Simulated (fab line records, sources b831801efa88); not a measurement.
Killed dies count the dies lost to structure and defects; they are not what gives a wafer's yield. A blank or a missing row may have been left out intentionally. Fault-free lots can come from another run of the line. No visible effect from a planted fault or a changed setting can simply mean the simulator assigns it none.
Struck lot and sound lot, side by side | flow sky130 | 21 out of 708 route steps
Sound: wafers L418.1, L418.3, L418.4. Struck: wafer L421.6 (left out: L421.3, a lot-mate that was not struck); the cause follows at the end.
For every step that has rows: the tool of each side, followed by ch and its chambers, followed by its first start. Under that, the readings that differ: sound wafers | struck wafers | difference of the means | sigmas: that difference in standard deviations of wafers without a fault.
alike: words and numbers the same on both sides, and readings whose means are apart by under 2 such deviations; not compared: readings that were withheld, readings missing a value for some wafer, numbers with overlapping values and no deviation given by the record, and bounds like >300 which may hide the same value.
The two part at a step that has a row with sigmas, a row that says differs or no value, or rows on one side only. Numbers that have no deviation but don't overlap get no sigmas and don't part them. A reading missing from all wafers of one side parts the sides only when that side holds two or more wafers.

first, 1 step without rows for these wafers: SKY_RES_XHIGH_IMPLANT_07.
SKY_RES_XHIGH_STRIP_08: strips in O2/N2.
  sound on plasma asher-02 ch 0,1, day 26 13:33; struck on plasma asher-01 ch 0, day 27 14:16
  alike: drypump motor current A, oes product au, strip time to endpoint s
  not compared: rf hours counter h
SKY_RES_XHIGH_TW_MEAS_09:
  sound on film metro-03 at day 26 13:39; struck on film metro-01 at day 27 14:22
  reading      | sound          | struck | difference | sigmas
  RES_XHIGH_TW | 1671 1655 1665 | 1643   | -21        | -2
then, 7 steps without rows for these wafers: SKY_SD_N_DEHYDRATE_00 (time 60 s); SKY_SD_N_HMDS_01 (prime time 60 s); SKY_SD_N_COAT_02 (resist thk 1140 nm); SKY_SD_N_SOFTBAKE_03 (time 60 s); SKY_SD_N_EXPOSE_04 (exposes mask NSDM, target cd 380 nm); SKY_SD_N_PEB_05; SKY_SD_N_DEVELOP_06 (develop time 60 s).
SKY_SD_N_CD_MEAS_07 targets a cd of 380 nm.
  sound on cd sem-02 at day 27 18:19; struck on cd sem-02 at day 28 18:37
  alike: cd nm
SKY_SD_N_OVL_MEAS_08:
  sound on overlay-02 at day 27 18:26; struck on overlay-02 at day 28 18:42
  reading       | sound          | struck | difference | sigmas
  SD_N_OVL (nm) | -3.9 -3.9 -4.0 | -1.0   | +2.9       | +2
SKY_SD_N_IMPLANT_09:
  sound on implanter-01 ch 0, day 27 18:28; struck on implanter-03 ch 0, day 28 18:47
  reading            | sound             | struck | difference | sigmas
  faraday current uA | 10937 10840 11276 | 17608  | +6590      | +5
following that, these wafers have no rows for 1 step: SKY_SD_N_IMPLANT_10.
SKY_SD_N_STRIP_11: strips in O2/N2.
  sound on plasma asher-04 ch 0,1, day 27 18:46; struck on plasma asher-01 ch 1, day 28 19:04
  reading                      | sound             | struck | difference | sigmas
  strip time to endpoint s (s) | 22.49 22.56 22.48 | 21.78  | -0.73      | -20
  alike: drypump motor current A, oes product au
  not compared: rf hours counter h
SKY_SD_N_TW_MEAS_12:
  sound on film metro-02 at day 27 18:52; struck on film metro-01 at day 28 19:09
  reading | sound          | struck | difference | sigmas
  SD_N_TW | 4014 4018 4007 | 3971   | -42        | -2
then, 1 step without rows for these wafers: SKY_SD_N_CLEAN_13 (cleans in SC1/SC2, time 150 s).
SKY_SD_N_RTA_14: time 2 s.
  sound on rtp anneal-02 ch 0, day 27 18:59; struck on rtp anneal-01 ch 0, day 28 19:16
  reading            | sound                | struck | difference | sigmas
  lamp power pct (%) | 15.64 15.68 15.71    | 15.80  | +0.12      | +2
  wafer_temp_C_max   | 1077.5 1078.1 1078.0 | 1081.6 | +3.7       | +3
  alike: anneal temp c max, ramp up c per s
SKY_SD_N_RS_MEAS_16: uses a four-point probe to measure.
  sound on film metro-01 at day 27 19:10; struck on film metro-02 at day 28 19:49
  reading          | sound             | struck | difference | sigmas
  SD_N_RS (ohm/sq) | 68.73 68.54 68.72 | 70.64  | +1.98      | +18
  not compared: hold
SKY_SD_N_RS_MEAS_17: uses a four-point probe to measure.
  sound on film metro-01 at day 27 19:17; struck on film metro-02 at day 28 21:23
  reading          | sound             | struck                   | difference                   | sigmas
  hold             | - - -             | await dispo/1.4h/release | no value on the sound wafers |
  SD_P_RS (ohm/sq) | 147.3 147.1 147.3 | 148.3                    | +1.1                         | +3
-- the record jumps here: 17 days lie between the struck wafers' starts before and after (it left off in module SD_N and takes up again in module PAD_OPEN, whose first step shown is number 708 of the route) --
SKY_PAD_OPEN_PROBE_99:
  sound on prober-02 at day 45 15:29; struck on prober-01 at day 46 09:05
  reading                                 | sound             | struck | difference | sigmas
  model.etest.res ndiff.line ohm um       | 767.4 757.6 760.8 | 789.3  | +27.4      |
  model.etest.sonos uncharged.r on ohm um | 808.6 806.5 801.8 | 820.4  | +14.8      |
  model.etest.res ndiff hv.rs ohm sq      | 114.9 114.4 114.8 | 120    | +5         |
  model.etest.res ndiff.rs ohm sq         | 120.5 119.9 120.1 | 124.3  | +4.1       |
  alike: killed_at_M0_to_M3, killed_at_M4_up, killed at contacts, killed at front end, killed at other, killed dies, killed open, killed short
  not compared: model.etest.licon ndiff.rc ohm

## WHERE THEY PART
Earliest at SKY_RES_XHIGH_TW_MEAS_09; latest, in this record, at SKY_SD_N_RS_MEAS_17. Later steps at which nothing parts them and some readings are alike: SKY_PAD_OPEN_PROBE_99.

WHY: whatever the simulator had introduced
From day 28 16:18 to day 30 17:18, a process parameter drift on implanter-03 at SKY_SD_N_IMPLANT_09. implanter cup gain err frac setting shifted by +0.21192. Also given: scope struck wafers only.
